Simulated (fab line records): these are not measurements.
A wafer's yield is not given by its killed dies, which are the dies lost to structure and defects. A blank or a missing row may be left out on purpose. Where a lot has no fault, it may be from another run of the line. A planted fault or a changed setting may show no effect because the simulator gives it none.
fab line records + flow sky130
record:
- lots: 6
- wafers: 18
- last_day: 49
route steps=708 shown NWELL@82 PWDE@84 VT_ADJUST_HVTP@85 VT_ADJUST_LVTN@97 PAD_OPEN@708
lots with no fault: from the same line, run without faults
start_h: start of the lot's first displayed wafer, in hours after the record's first day + wait_h: hours from the lot's prior step to this one + " the same as in the row above + L1.1+2: one row covering several wafers at once + - no value, or no start given + * or withheld: withheld + < > ~ a bound
route shown NAME@n: a module of which the file shows steps, and the number in the route of the first + usual: the fault-free wafers' mean and standard deviation + same: alike in all rows + chamber/n: place in a boat + sites: the reading at each site + _std_site: standard deviation of those values + _edge_site: inner sites' mean taken away from outer sites' mean + radius_mm: how far each site lies from the wafer's centre + mask NAME#n: copy n + behind: tool/chamber where the wafer was last shaped + hold: the reason the lot was held/the length of the hold in hours/how it ended + device: whichever transistor did not switch (one of n, p or np) + end of line: tests of these same wafers at the route's end + a step given without rows: its recipe and nothing more + killed: not the wafer's yield, but the dies lost to structure and defects at the first sort + map: per-die view of a wafer (x killed, . not killed, _ where there is no die)
set.NAME: the setting as run; set.NAME@STEP: as run at that earlier step + model.NAME: the simulator's own value behind a step, which no gauge read
certain route steps with their lots: each step a table, each wafer a row
services: when a tool's chamber went out of use (start_h, in hours from the record's first day, below 0 if earlier), for how many hours, and the reason
== steps ==
step: SKY_NWELL_RS_MEAS_29
recipe:
- thk_meas_gauge: four-point-probe
usual:
- NWELL_RS: 624.9/2
| lot.wafer | tool          | chamber | start_h | wait_h | NWELL_RS[ohm/sq] |
|-----------|---------------|---------|---------|--------|------------------|
| L758.2    | film_metro-03 | -       | 111.45  | 0.1    | 625.5            |
| L758.4    | "             | -       | "       | "      | 626.8            |
| L758.5    | "             | -       | "       | "      | 625.7            |
| L760.2    | film_metro-01 | -       | 118.37  | 0.1    | 624.7            |
| L760.3    | "             | -       | "       | "      | 624.8            |
| L760.4    | "             | -       | "       | "      | 626.7            |
| L770.1    | film_metro-03 | -       | 180.03  | 0.1    | 625.5            |
| L770.4    | "             | -       | "       | "      | 622.8            |
| L770.6    | "             | -       | "       | "      | 625.5            |
| L771.1    | film_metro-01 | -       | 192.20  | 0.1    | 621.5            |
| L771.3    | "             | -       | "       | "      | 620.2            |
| L771.6    | "             | -       | "       | "      | 619.2            |
| L777.3    | film_metro-03 | -       | 225.84  | 0.1    | 626.0            |
| L777.4    | "             | -       | "       | "      | 625.9            |
| L777.5    | "             | -       | "       | "      | 626.1            |
| L778.4    | film_metro-01 | -       | 227.49  | 0.1    | 624.4            |
| L778.5    | "             | -       | "       | "      | 623.7            |
| L778.6    | "             | -       | "       | "      | 624.1            |
step: SKY_NWELL_RS_MEAS_31
recipe:
- thk_meas_gauge: four-point-probe
usual:
- PWDE_RS: 5278/16
| lot.wafer | tool          | chamber | start_h | wait_h | PWDE_RS[ohm/sq] |
|-----------|---------------|---------|---------|--------|-----------------|
| L758.2    | film_metro-03 | -       | 111.69  | 0.1    | 5288            |
| L758.4    | "             | -       | "       | "      | 5273            |
| L758.5    | "             | -       | "       | "      | 5282            |
| L760.2    | film_metro-01 | -       | 118.61  | 0.1    | 5303            |
| L760.3    | "             | -       | "       | "      | 5301            |
| L760.4    | "             | -       | "       | "      | 5289            |
| L770.1    | film_metro-03 | -       | 180.27  | 0.1    | 5277            |
| L770.4    | "             | -       | "       | "      | 5277            |
| L770.6    | "             | -       | "       | "      | 5290            |
| L771.1    | film_metro-01 | -       | 192.44  | 0.1    | 5288            |
| L771.3    | "             | -       | "       | "      | 5287            |
| L771.6    | "             | -       | "       | "      | 5249            |
| L777.3    | film_metro-03 | -       | 226.08  | 0.1    | 5297            |
| L777.4    | "             | -       | "       | "      | 5284            |
| L777.5    | "             | -       | "       | "      | 5291            |
| L778.4    | film_metro-01 | -       | 227.73  | 0.1    | 5272            |
| L778.5    | "             | -       | "       | "      | 5269            |
| L778.6    | "             | -       | "       | "      | 5285            |
step: SKY_VT_ADJUST_HVTP_DEHYDRATE_00
recipe:
- temp_c: 200
- time_s: 60
step: SKY_VT_ADJUST_HVTP_HMDS_01
recipe:
- prime_time_s: 60
- prime_temp_c: 120
step: SKY_VT_ADJUST_HVTP_COAT_02
recipe:
- resist: NOVOLAK
- spin_rpm: 3000
- resist_thk_nm: 1140
step: SKY_VT_ADJUST_HVTP_SOFTBAKE_03
recipe:
- temp_c: 90
- time_s: 60
- resist: NOVOLAK
step: SKY_VT_ADJUST_HVTP_EXPOSE_04
recipe:
- mask_id: HVTPM
- na: 0.6
- source_shape: conventional
- sigma_outer: 0.6
- polarization: unpolarized
- target_cd_nm: 380
- dose_mj: 140
step: SKY_VT_ADJUST_HVTP_PEB_05
recipe:
- temp_c: withheld
- time_s: *
- resist: NOVOLAK
step: SKY_VT_ADJUST_HVTP_DEVELOP_06
recipe:
- resist: NOVOLAK
- developer: TMAH
- develop_time_s: 60
- dev_temp_c: 23
step: SKY_VT_ADJUST_HVTP_CD_MEAS_07
recipe:
- target_cd_nm: 380
usual:
- cd_nm: 379.5/2.5
| lot.wafer | tool      | chamber | start_h | wait_h | cd_nm |
|-----------|-----------|---------|---------|--------|-------|
| L758.2    | cd_sem-01 | -       | 129.22  | 0.1    | 379.6 |
| L758.4    | "         | -       | "       | "      | 381.7 |
| L758.5    | "         | -       | "       | "      | 379.1 |
| L760.2    | cd_sem-01 | -       | 136.03  | 0.1    | 382.5 |
| L760.3    | "         | -       | "       | "      | 380.5 |
| L760.4    | "         | -       | "       | "      | 381.6 |
| L770.1    | cd_sem-01 | -       | 201.79  | 0.1    | 379.2 |
| L770.4    | "         | -       | "       | "      | 378.4 |
| L770.6    | "         | -       | "       | "      | 379.4 |
| L771.1    | cd_sem-02 | -       | 213.99  | 0.1    | 380.6 |
| L771.3    | "         | -       | "       | "      | 380.8 |
| L771.6    | "         | -       | "       | "      | 383.2 |
| L777.3    | cd_sem-02 | -       | 249.24  | 0.1    | 378.2 |
| L777.4    | "         | -       | "       | "      | 378.9 |
| L777.5    | "         | -       | "       | "      | 377.6 |
| L778.4    | cd_sem-02 | -       | 249.91  | 0.1    | 374.7 |
| L778.5    | "         | -       | "       | "      | 376.7 |
| L778.6    | "         | -       | "       | "      | 377.9 |
step: SKY_VT_ADJUST_HVTP_OVL_MEAS_08
usual:
- VT_ADJUST_HVTP_OVL: 0.0/1.5
| lot.wafer | tool       | chamber | start_h | wait_h | VT_ADJUST_HVTP_OVL[nm] |
|-----------|------------|---------|---------|--------|------------------------|
| L758.2    | overlay-01 | -       | 129.33  | 0.1    | 0.9                    |
| L758.4    | "          | -       | "       | "      | 0.3                    |
| L758.5    | "          | -       | "       | "      | -1.3                   |
| L760.2    | overlay-01 | -       | 136.14  | 0.1    | 1.1                    |
| L760.3    | "          | -       | "       | "      | 1.5                    |
| L760.4    | "          | -       | "       | "      | -0.1                   |
| L770.1    | overlay-01 | -       | 201.91  | 0.1    | 2.5                    |
| L770.4    | "          | -       | "       | "      | 1.2                    |
| L770.6    | "          | -       | "       | "      | 1.1                    |
| L771.1    | overlay-01 | -       | 214.11  | 0.1    | 1.4                    |
| L771.3    | "          | -       | "       | "      | 1.2                    |
| L771.6    | "          | -       | "       | "      | -0.5                   |
| L777.3    | overlay-01 | -       | 249.33  | 0.1    | -2.5                   |
| L777.4    | "          | -       | "       | "      | -2.8                   |
| L777.5    | "          | -       | "       | "      | -1.6                   |
| L778.4    | overlay-02 | -       | 249.99  | 0.1    | -1.2                   |
| L778.5    | "          | -       | "       | "      | -2.2                   |
| L778.6    | "          | -       | "       | "      | -1.0                   |
step: SKY_VT_ADJUST_HVTP_IMPLANT_09
recipe:
- species: As
- energy_kev: 150
- dose_cm2: 4.3e+12
- tilt_deg: withheld
usual:
- beam_energy_keV: 149.99/0.047
| lot.wafer | tool         | chamber | start_h | wait_h | beam_energy_keV | model.implant.rp_nm | model.implant.drp_nm |
|-----------|--------------|---------|---------|--------|-----------------|---------------------|----------------------|
| L758.2    | implanter-01 | 0       | 129.38  | 0.0    | 149.87          | 83.32               | 33.4                 |
| L758.4    | "            | 0       | "       | "      | 149.95          | 83.32               | 33.4                 |
| L758.5    | "            | 0       | "       | "      | 149.95          | 83.32               | 33.4                 |
| L760.2    | implanter-01 | 0       | 136.19  | 0.0    | 150.05          | 83.09               | 33.4                 |
| L760.3    | "            | 0       | "       | "      | 149.99          | 83.09               | 33.4                 |
| L760.4    | "            | 0       | "       | "      | 150.06          | 83.09               | 33.4                 |
| L770.1    | implanter-01 | 0       | 201.94  | 0.0    | 141.54          | 79.24               | 31.9                 |
| L770.4    | "            | 0       | "       | "      | 141.45          | 79.24               | 31.9                 |
| L770.6    | "            | 0       | "       | "      | 141.56          | 79.24               | 31.9                 |
| L771.1    | implanter-01 | 0       | 214.14  | 0.0    | 141.59          | 80.66               | 31.9                 |
| L771.3    | "            | 0       | "       | "      | 141.54          | 80.66               | 31.9                 |
| L771.6    | "            | 0       | "       | "      | 141.57          | 80.66               | 31.9                 |
| L777.3    | implanter-03 | 0       | 249.41  | 0.1    | 149.97          | 84.02               | 33.4                 |
| L777.4    | "            | 0       | "       | "      | 150.00          | 84.02               | 33.4                 |
| L777.5    | "            | 0       | "       | "      | 149.99          | 84.02               | 33.4                 |
| L778.4    | implanter-03 | 0       | 250.08  | 0.1    | 149.92          | 83.14               | 33.4                 |
| L778.5    | "            | 0       | "       | "      | 149.98          | 83.14               | 33.4                 |
| L778.6    | "            | 0       | "       | "      | 150.05          | 83.14               | 33.4                 |
step: SKY_VT_ADJUST_HVTP_STRIP_10
recipe:
- chemistry: O2/N2
- power_w: 1400
- pressure_mtorr: 1500
- platen_temp_c: withheld
- o2_flow_sccm: 3000
- n2_flow_sccm: 300
- overash_fraction: 0.5
usual:
- drypump_motor_current_A: 5.8/0.43
- oes_product_au: 0.715/0.0048
- strip_time_to_endpoint_s: 14.18/0.046
| lot.wafer | tool            | chamber | start_h | wait_h | drypump_motor_current_A | oes_product_au | rf_hours_counter_h | strip_time_to_endpoint_s |
|-----------|-----------------|---------|---------|--------|-------------------------|----------------|--------------------|--------------------------|
| L758.2    | plasma_asher-04 | 0       | 129.51  | 0.1    | 6.3                     | 0.715          | 31                 | 14.16                    |
| L758.4    | "               | 0       | "       | "      | 6.3                     | 0.715          | -                  | 14.20                    |
| L758.5    | "               | 0       | "       | "      | 6.3                     | 0.711          | -                  | 14.17                    |
| L760.2    | plasma_asher-03 | 1       | 136.32  | 0.1    | 6.0                     | 0.711          | 46                 | 14.24                    |
| L760.3    | "               | 0       | "       | "      | 6.0                     | 0.705          | -                  | 14.27                    |
| L760.4    | "               | 1       | "       | "      | 6.0                     | 0.719          | -                  | 14.20                    |
| L770.1    | plasma_asher-04 | 1       | 202.09  | 0.1    | 5.2                     | 0.724          | 40                 | 14.20                    |
| L770.4    | "               | 1       | "       | "      | 5.2                     | 0.714          | -                  | 14.18                    |
| L770.6    | "               | 0       | "       | "      | 6.3                     | 0.710          | -                  | 14.17                    |
| L771.1    | plasma_asher-03 | 0       | 214.29  | 0.1    | 6.0                     | 0.712          | 54                 | 14.19                    |
| L771.3    | "               | 1       | "       | "      | 6.0                     | 0.722          | -                  | 14.25                    |
| L771.6    | "               | 0       | "       | "      | 6.0                     | 0.715          | -                  | 14.16                    |
| L777.3    | plasma_asher-04 | 0       | 249.54  | 0.1    | 6.3                     | 0.725          | -                  | 14.18                    |
| L777.4    | "               | 1       | "       | "      | 5.2                     | 0.719          | -                  | 14.21                    |
| L777.5    | "               | 0       | "       | "      | 6.3                     | 0.712          | -                  | 14.18                    |
| L778.4    | plasma_asher-02 | 0       | 250.19  | 0.1    | 5.2                     | 0.721          | -                  | 14.20                    |
| L778.5    | "               | 1       | "       | "      | 5.6                     | 0.712          | -                  | 14.20                    |
| L778.6    | "               | 0       | "       | "      | 5.2                     | 0.719          | -                  | 14.21                    |
step: SKY_VT_ADJUST_HVTP_TW_MEAS_11
usual:
- VT_ADJUST_HVTP_TW: 1366/7.6
| lot.wafer | tool          | chamber | start_h | wait_h | VT_ADJUST_HVTP_TW |
|-----------|---------------|---------|---------|--------|-------------------|
| L758.2    | film_metro-02 | -       | 129.62  | 0.1    | 1362              |
| L758.4    | "             | -       | "       | "      | 1363              |
| L758.5    | "             | -       | "       | "      | 1365              |
| L760.2    | film_metro-04 | -       | 136.43  | 0.1    | 1373              |
| L760.3    | "             | -       | "       | "      | 1375              |
| L760.4    | "             | -       | "       | "      | 1376              |
| L770.1    | film_metro-04 | -       | 202.19  | 0.1    | 1339              |
| L770.4    | "             | -       | "       | "      | 1342              |
| L770.6    | "             | -       | "       | "      | 1344              |
| L771.1    | film_metro-04 | -       | 214.39  | 0.1    | 1342              |
| L771.3    | "             | -       | "       | "      | 1330              |
| L771.6    | "             | -       | "       | "      | 1336              |
| L777.3    | film_metro-04 | -       | 249.63  | 0.1    | 1374              |
| L777.4    | "             | -       | "       | "      | 1371              |
| L777.5    | "             | -       | "       | "      | 1365              |
| L778.4    | film_metro-02 | -       | 250.29  | 0.1    | 1364              |
| L778.5    | "             | -       | "       | "      | 1359              |
| L778.6    | "             | -       | "       | "      | 1362              |
step: SKY_VT_ADJUST_LVTN_DEHYDRATE_00
recipe:
- temp_c: 200
- time_s: 60
step: SKY_PAD_OPEN_PROBE_99
usual:
- killed_at_M0_to_M3: 44/6.4
- killed_at_M4_up: 3.4/2.1
- killed_at_contacts: 23/5
- killed_at_front_end: 15/4.5
- killed_at_other: 0.3/0.54
- killed_dies: 86/9.5
- killed_open: 48/6.9
- killed_short: 38/5.9
same:
- gross_dies: 492
- killed_at_back_side: 0
| lot.wafer | tool      | chamber | start_h | wait_h | killed_at_M0_to_M3 | killed_at_M4_up | killed_at_contacts | killed_at_front_end | killed_at_other | killed_dies | killed_open | killed_short | model.etest.tip_p.rs_ohm_sq | model.etest.pfet_01v8.r_on_ohm_um | model.etest.pfet_01v8.drive_ua_um | model.etest.pfet_01v8_mvt.drive_ua_um | model.etest.pfet_01v8_hvt.drive_ua_um | model.etest.sram_pfet_latch.drive_ua_um | model.etest.pfet_01v8_mvt.off_log10_a_um | model.etest.pfet_01v8.off_log10_a_um |
|-----------|-----------|---------|---------|--------|--------------------|-----------------|--------------------|---------------------|-----------------|-------------|-------------|--------------|-----------------------------|-----------------------------------|-----------------------------------|---------------------------------------|---------------------------------------|-----------------------------------------|------------------------------------------|--------------------------------------|
| L758.2    | prober-02 | -       | 1078.53 | 0.1    | 49                 | 2               | 25                 | 16                  | 0               | 92          | 41          | 51           | 6954                        | 2956                              | 187                               | 148.2                                 | 139.4                                 | 136.2                                   | -10.84                                   | -10.09                               |
| L758.4    | prober-02 | -       | 1078.63 | 0.2    | 46                 | 5               | 33                 | 21                  | 0               | 105         | 58          | 47           | 6913                        | 2925                              | 187.2                             | 148.7                                 | 141.9                                 | 140.8                                   | -10.95                                   | -9.944                               |
| L758.5    | prober-02 | -       | 1078.68 | 0.2    | 45                 | 3               | 23                 | 16                  | 0               | 87          | 47          | 40           | 6945                        | 2908                              | 189.7                             | 152.2                                 | 142.5                                 | 145                                     | -10.88                                   | -10                                  |
| L760.2    | prober-01 | -       | 1083.86 | 0.1    | 54                 | 2               | 15                 | 11                  | 1               | 83          | 45          | 38           | 6757                        | 2930                              | 191.3                             | 151.2                                 | 142.5                                 | 139.4                                   | -10.53                                   | -9.585                               |
| L760.3    | prober-01 | -       | 1083.91 | 0.2    | 46                 | 2               | 22                 | 16                  | 0               | 86          | 43          | 43           | 6828                        | 2898                              | 196                               | 153.5                                 | 145.8                                 | 138.7                                   | -10.76                                   | -9.387                               |
| L760.4    | prober-01 | -       | 1083.96 | 0.2    | 45                 | 2               | 18                 | 15                  | 2               | 82          | 42          | 39           | 6784                        | 2828                              | 195.7                             | 154.8                                 | 146.5                                 | 145.4                                   | -10.67                                   | -9.545                               |
| L770.1    | prober-02 | -       | 1147.58 | 0.1    | 55                 | 6               | 28                 | 17                  | 1               | 107         | 67          | 38           | 7006                        | 2902                              | 192.5                             | 148.3                                 | 142.6                                 | 143.4                                   | -11.37                                   | -9.995                               |
| L770.4    | prober-02 | -       | 1147.73 | 0.2    | 59                 | 4               | 19                 | 19                  | 0               | 101         | 52          | 47           | 6998                        | 2884                              | 192.9                             | 148.6                                 | 142.1                                 | 143.6                                   | -11.47                                   | -10.03                               |
| L770.6    | prober-02 | -       | 1147.83 | 0.2    | 56                 | 2               | 19                 | 27                  | 0               | 104         | 48          | 56           | 6932                        | 2911                              | 189.7                             | 148                                   | 140.1                                 | 139.5                                   | -11.26                                   | -9.936                               |
| L771.1    | prober-02 | -       | 1163.70 | 0.1    | 42                 | 4               | 11                 | 23                  | 0               | 80          | 36          | 42           | 6985                        | 2965                              | 187.6                             | 147.4                                 | 139.3                                 | 132.6                                   | -11.41                                   | -10.3                                |
| L771.3    | prober-02 | -       | 1163.80 | 0.2    | 36                 | 3               | 17                 | 15                  | 0               | 71          | 40          | 31           | 7000                        | 3037                              | 182.1                             | 143.3                                 | 135.1                                 | 136.7                                   | -11.31                                   | -10.5                                |
| L771.6    | prober-02 | -       | 1163.95 | 0.2    | 42                 | 3               | 18                 | 16                  | 0               | 79          | 43          | 36           | 6992                        | 2976                              | 184.6                             | 144.9                                 | 136.2                                 | 134.9                                   | -11.38                                   | -10.09                               |
| L777.3    | prober-01 | -       | 1182.39 | 0.2    | 50                 | 3               | 20                 | 14                  | 0               | 87          | 45          | 42           | 6965                        | 2947                              | 187.3                             | 148.7                                 | 141.8                                 | 136.9                                   | -11.03                                   | -10.33                               |
| L777.4    | prober-01 | -       | 1182.44 | 0.2    | 36                 | 3               | 34                 | 10                  | 0               | 83          | 50          | 33           | 7059                        | 2901                              | 191.2                             | 150.8                                 | 143                                   | 146.2                                   | -10.91                                   | -10.01                               |
| L777.5    | prober-01 | -       | 1182.49 | 0.2    | 38                 | 5               | 21                 | 15                  | 0               | 79          | 44          | 35           | 6958                        | 2947                              | 187.2                             | 146                                   | 140.3                                 | 140.8                                   | -11.04                                   | -10.13                               |
| L778.4    | prober-02 | -       | 1184.65 | 0.2    | 45                 | 7               | 23                 | 11                  | 0               | 86          | 43          | 43           | 6812                        | 2938                              | 190.9                             | 151.3                                 | 141.4                                 | 143.4                                   | -10.53                                   | -9.701                               |
| L778.5    | prober-02 | -       | 1184.70 | 0.2    | 49                 | 1               | 25                 | 20                  | 0               | 95          | 54          | 41           | 6920                        | 2919                              | 191.7                             | 152.4                                 | 143.7                                 | 141.8                                   | -10.73                                   | -9.706                               |
| L778.6    | prober-02 | -       | 1184.75 | 0.2    | 40                 | 4               | 26                 | 10                  | 1               | 81          | 48          | 33           | 6848                        | 2885                              | 195.2                             | 154.1                                 | 146.8                                 | 143.4                                   | -10.64                                   | -9.538                               |
killed by level:class
L758.2 VIA1:geometric_particle:open=10 FIELD_ISO:geometric_particle:short=9 VIA3:geometric_particle:short=8 CONTACT:geometric_particle:open=8 VIA1:geometric_particle:short=7 VIA2:geometric_particle:open=7 LI_CONTACT:geometric_particle:open=5 LOCAL_INTERCONNECT:geometric_particle:short=5
L758.4 VIA1:geometric_particle:open=12 LI_CONTACT:geometric_particle:open=11 VIA2:geometric_particle:open=8 CONTACT:geometric_particle:short=7 CONTACT:geometric_particle:open=7 FIELD_ISO:geometric_particle:open=6 METAL1:geometric_particle:short=6 METAL2:geometric_particle:short=6
L758.5 VIA3:geometric_particle:short=10 VIA3:geometric_particle:open=9 VIA1:geometric_particle:open=8 LI_CONTACT:geometric_particle:open=7 CONTACT:geometric_particle:short=6 CONTACT:geometric_particle:open=6 VIA2:geometric_particle:open=6 FIELD_ISO:geometric_particle:open=5
L760.2 VIA2:geometric_particle:open=9 VIA3:geometric_particle:open=8 VIA1:geometric_particle:open=7 METAL2:geometric_particle:short=7 METAL1:geometric_particle:short=6 LI_CONTACT:geometric_particle:short=5 VIA1:geometric_particle:short=5 CONTACT:geometric_particle:open=4
L760.3 VIA3:geometric_particle:open=11 LI_CONTACT:geometric_particle:short=7 VIA1:geometric_particle:open=7 METAL2:geometric_particle:short=6 VIA2:geometric_particle:open=6 FIELD_ISO:geometric_particle:short=5 POLY_GATE:geometric_particle:open=5 VIA1:geometric_particle:short=5
L760.4 VIA1:geometric_particle:open=10 LI_CONTACT:geometric_particle:open=9 VIA3:geometric_particle:open=7 VIA1:geometric_particle:short=6 METAL2:geometric_particle:short=5 LOCAL_INTERCONNECT:geometric_particle:short=5 METAL1:geometric_particle:short=5 FIELD_ISO:geometric_particle:short=4
L770.1 CONTACT:geometric_particle:open=12 VIA3:geometric_particle:open=11 VIA1:geometric_particle:open=11 VIA2:geometric_particle:open=11 METAL2:geometric_particle:short=7 FIELD_ISO:geometric_particle:open=6 VIA2:geometric_particle:short=6 POLY_GATE:geometric_particle:open=5
L770.4 VIA1:geometric_particle:open=24 METAL2:geometric_particle:short=7 VIA3:geometric_particle:open=7 METAL1:geometric_particle:short=6 POLY_GATE:geometric_particle:short=6 LOCAL_INTERCONNECT:geometric_particle:short=5 CONTACT:geometric_particle:short=5 CONTACT:geometric_particle:open=5
L770.6 METAL1:geometric_particle:short=11 VIA1:geometric_particle:open=10 METAL2:geometric_particle:short=10 CONTACT:geometric_particle:open=7 POLY_GATE:geometric_particle:short=5 POLY_GATE:geometric_particle:open=4 VIA3:geometric_particle:open=4 VIA2:geometric_particle:open=4
L771.1 VIA1:geometric_particle:open=12 POLY_GATE:geometric_particle:short=9 METAL2:geometric_particle:short=9 POLY_GATE:geometric_particle:open=7 METAL1:geometric_particle:short=7 CONTACT:geometric_particle:open=4 VIA3:geometric_particle:open=4 FIELD_ISO:geometric_particle:short=3
L771.3 VIA1:geometric_particle:open=7 VIA3:geometric_particle:open=7 FIELD_ISO:geometric_particle:open=6 VIA2:geometric_particle:short=6 LI_CONTACT:geometric_particle:open=5 METAL2:geometric_particle:short=5 FIELD_ISO:geometric_particle:short=4 POLY_GATE:geometric_particle:open=4
L771.6 VIA1:geometric_particle:open=10 VIA2:geometric_particle:open=8 FIELD_ISO:geometric_particle:open=6 CONTACT:geometric_particle:open=6 VIA1:geometric_particle:short=5 VIA3:geometric_particle:short=5 FIELD_ISO:geometric_particle:short=4 POLY_GATE:geometric_particle:open=4
L777.3 VIA1:geometric_particle:open=12 CONTACT:geometric_particle:open=9 VIA1:geometric_particle:short=8 VIA3:geometric_particle:open=6 METAL2:geometric_particle:short=5 FIELD_ISO:geometric_particle:short=4 POLY_GATE:geometric_particle:open=4 POLY_GATE:geometric_particle:short=4
L777.4 LI_CONTACT:geometric_particle:open=12 CONTACT:geometric_particle:open=9 POLY_GATE:geometric_particle:open=6 METAL1:geometric_particle:short=6 CONTACT:geometric_particle:short=6 VIA1:geometric_particle:open=6 VIA2:geometric_particle:open=6 VIA1:geometric_particle:short=5
L777.5 CONTACT:geometric_particle:open=12 VIA1:geometric_particle:open=12 METAL1:geometric_particle:short=5 VIA2:geometric_particle:open=4 POLY_GATE:geometric_particle:open=4 POLY_GATE:geometric_particle:short=4 METAL4:geometric_particle:short=4 FIELD_ISO:geometric_particle:open=3
L778.4 VIA1:geometric_particle:open=9 METAL2:geometric_particle:short=9 CONTACT:geometric_particle:open=8 VIA2:geometric_particle:open=7 METAL1:geometric_particle:short=7 LI_CONTACT:geometric_particle:open=6 VIA1:geometric_particle:short=6 METAL4:geometric_particle:short=6
L778.5 VIA3:geometric_particle:open=12 LI_CONTACT:geometric_particle:open=9 CONTACT:geometric_particle:open=9 VIA1:geometric_particle:short=6 VIA1:geometric_particle:open=6 METAL2:geometric_particle:short=5 FIELD_ISO:geometric_particle:open=4 FIELD_ISO:geometric_particle:short=4
L778.6 VIA1:geometric_particle:open=16 CONTACT:geometric_particle:open=11 VIA3:geometric_particle:open=8 LI_CONTACT:geometric_particle:open=5 CONTACT:geometric_particle:short=5 FIELD_ISO:geometric_particle:short=4 VIA1:geometric_particle:short=4 METAL4:geometric_particle:short=4
== services ==
| tool            | chamber | start_h | hours | kind   |
|-----------------|---------|---------|-------|--------|
| plasma_asher-02 | -       | 126.81  | 15.6  | pm     |
| plasma_asher-02 | -       | 157.61  | 2.8   | pm     |
| plasma_asher-02 | -       | 160.36  | 28.1  | pm     |
| plasma_asher-03 | -       | 186.75  | 3.2   | repair |
| plasma_asher-02 | -       | 213.69  | 0.7   | repair |
| implanter-03    | -       | 244.74  | 3.1   | pm     |
== key ==
first_sign:
- step: SKY_VT_ADJUST_HVTP_IMPLANT_09
- reading: beam_energy_keV
- direction: down
- sigmas: 99+
- usual: *
- struck: *
effect:
- step: SKY_VT_ADJUST_HVTP_TW_MEAS_11
- reading: VT_ADJUST_HVTP_TW
- direction: down
- sigmas: 3.5
- usual: 1366
- struck: 1339
model_effect:
- step: SKY_VT_ADJUST_HVTP_IMPLANT_09
- value: implant.rp_nm
- without: 84.54
- struck: 79.95
model_effect:
- step: SKY_PAD_OPEN_PROBE_99
- value: etest.tip_p.rs_ohm_sq
- without: 6801
- struck: 6986
met_at SKY_VT_ADJUST_HVTP_IMPLANT_09
struck_wafers L770.1,L770.4,L770.6,L771.1,L771.3,L771.6
tester_left_out L770,L771
onset_between 136.19 201.94
fault:
- kind: process_parameter_drift
- tool: implanter-01
- chamber: -
- onset_h: 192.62
- steps: SKY_VT_ADJUST_HVTP_IMPLANT_09
- channel: energy_kev
- offset: *
- shape: step
- end_h: 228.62
- acts_in: *
- stated: *
tester_left_out: of these lots the tester's yield and bins aren't shown, on N5 and GAA mostly nor the transistor test; their killed dies are dies lost to structure and defects alone, not to doping, threshold or leakage, so they don't give the yield
